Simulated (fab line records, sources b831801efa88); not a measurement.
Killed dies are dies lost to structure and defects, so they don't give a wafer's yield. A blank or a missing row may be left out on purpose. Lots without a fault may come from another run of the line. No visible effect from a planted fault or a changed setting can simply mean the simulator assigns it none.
Which tool was responsible?    flow gf180mcu    Sampling: 13 lots, 39 wafers, 3 of 602 route steps

WHAT THE GAUGES READ, wafer by wafer
GF_CONTACT_THK_MEAS_01.
lot   measured      on             CONTACT_CVD_00_THK (nm)
L523  day 15 06:47  film-metro-02  298.7 300.4 294.9
L525  day 15 18:34  film-metro-04  301.9 302.8 299.5
L526  day 16 04:04  film-metro-02  297.5 296.5 297.8
L527  day 16 10:25  film-metro-01  297.3 300.4 304.0
L528  day 16 20:29  film-metro-04  296.5 298.0 299.5
L529  day 17 05:16  film-metro-04  297.2 294.1 296.7
L530  day 17 17:25  film-metro-02  300.3 297.2 298.3
L532  day 18 11:04  film-metro-01  300.0 297.8 301.3
L535  day 19 16:13  film-metro-04  301.8 299.4 301.5
L536  day 19 17:09  film-metro-01  299.1 298.1 295.2
L541  day 21 14:34  film-metro-02  297.8 294.1 293.6
L545  day 23 10:47  film-metro-02  299.1 299.7 298.9
L546  day 23 19:04  film-metro-02  302.4 297.4 298.5

GF_M2_CD_MEAS_14 targets a cd of 280 nm.
lot   measured      on         cd-nm (nm)
L523  day 19 09:44  cd-sem-02  279.5 278.8 278.8
L525  day 19 23:21  cd-sem-02  280.4 281.0 281.7
L526  day 20 07:10  cd-sem-01  282.7 282.5 282.2
L527  day 20 15:15  cd-sem-02  281.9 282.6 281.8
L528  day 21 01:37  cd-sem-01  279.2 279.8 279.2
L529  day 21 11:30  cd-sem-02  279.6 279.6 281.2
L530  day 22 00:59  cd-sem-02  280.4 280.5 280.6
L532  day 22 17:30  cd-sem-01  279.0 279.1 279.3
L535  day 23 20:15  cd-sem-01  278.2 278.6 279.3
L536  day 23 21:38  cd-sem-02  279.6 279.4 279.8
L541  day 25 15:10  cd-sem-02  280.5 280.7 280.4
L545  day 27 05:37  cd-sem-01  278.3 279.2 280.9
L546  day 27 13:27  cd-sem-02  280.3 281.2 282.1

TOOL THAT RAN EACH LOT (tool first, then ch and the chambers of the sampled wafers, then the start)
lot   GF_DUAL_GATE_EXPOSE_08
L523  iline-stepper-02 ch 0, day 7 17:40
L525  iline-stepper-02 ch 0, day 8 08:40
L526  iline-stepper-02 ch 0, day 8 17:38
L527  iline-stepper-01 ch 0, day 8 21:32
L528  iline-stepper-02 ch 0, day 9 07:01
L529  iline-stepper-02 ch 0, day 9 11:43
L530  iline-stepper-01 ch 0, day 9 22:41
L532  iline-stepper-01 ch 0, day 10 07:32
L535  iline-stepper-02 ch 0, day 11 06:16
L536  iline-stepper-02 ch 0, day 11 10:42
L541  iline-stepper-01 ch 0, day 12 21:48
L545  iline-stepper-01 ch 0, day 14 16:27
L546  iline-stepper-02 ch 0, day 14 22:13
- GF_DUAL_GATE_EXPOSE_08: exposes mask Dualgate, target cd 700 nm.

AS READ BY THE TOOLS THEMSELVES (means over the sampled wafers that have a number; for cases with no such wafer, the mark the record gives instead)
GF_DUAL_GATE_EXPOSE_08.
lot   tool              exposure-dose-mJ-cm2  stage-vel-mm-s (mm/s)
L523  iline-stepper-02  140.07                499.80
L525  iline-stepper-02  139.93                499.95
L526  iline-stepper-02  139.97                500.05
L527  iline-stepper-01  139.86                500.05
L528  iline-stepper-02  139.92                499.94
L529  iline-stepper-02  140.03                500.26
L530  iline-stepper-01  140.15                499.95
L532  iline-stepper-01  140.05                499.82
L535  iline-stepper-02  139.87                499.97
L536  iline-stepper-02  139.98                500.17
L541  iline-stepper-01  130.72                500.11
L545  iline-stepper-01  131.07                499.98
L546  iline-stepper-02  140.11                500.18

THE ANSWER, worked out from the rows above alone
Rule: the usual values come from the lots themselves. Put in order of their means at a reading, lots are off if they are a third of the lots or fewer, leave a main group of 4 or more, and stand apart from it by a gap of 3 or more times the standard deviation of the main group's means; of several such gaps the widest counts. Not used: any main group whose means are identical at the precision the tables above print for the reading. A lot without any number at a reading at which 4 lots or more have one is off too. Any other lot the step has rows for is counted as sound. The gauges are gone through in route order, then the tools' own readings, and for those a lot's mean is taken as printed above. The first step at which some lot is off is used, and at that step the reading that is off furthest; a lot without a number counts as furthest.
Off at GF_DUAL_GATE_EXPOSE_08 (exposure-dose-mJ-cm2): L541, L545. Mean 139.99 and standard deviation 0.091 in the main group.
A tool fits if, at that step or a process step before it, it ran every lot that is off, and no sound lot after the first of them. One candidate fits, namely iline-stepper-01 at GF_DUAL_GATE_EXPOSE_08. A fault onset in the window from L532 (day 10 07:32, its last sound lot) to L541 (day 12 21:48, its first lot off) fits.
The tool's own readings at GF_DUAL_GATE_EXPOSE_08 bear it out: on the lots that are off they differ by more than 5 times the standard deviation of the sound lots' means. exposure-dose-mJ-cm2 reads 130.89 there against 139.99 on the sound lots.

WHAT THE SIMULATOR PUT IN
Process parameter drift: iline-stepper-01, from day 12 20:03 on, at GF_DUAL_GATE_EXPOSE_08. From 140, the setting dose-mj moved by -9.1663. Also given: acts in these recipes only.
Shown lots that were struck: L541, L545. The rule above reached the same finding.
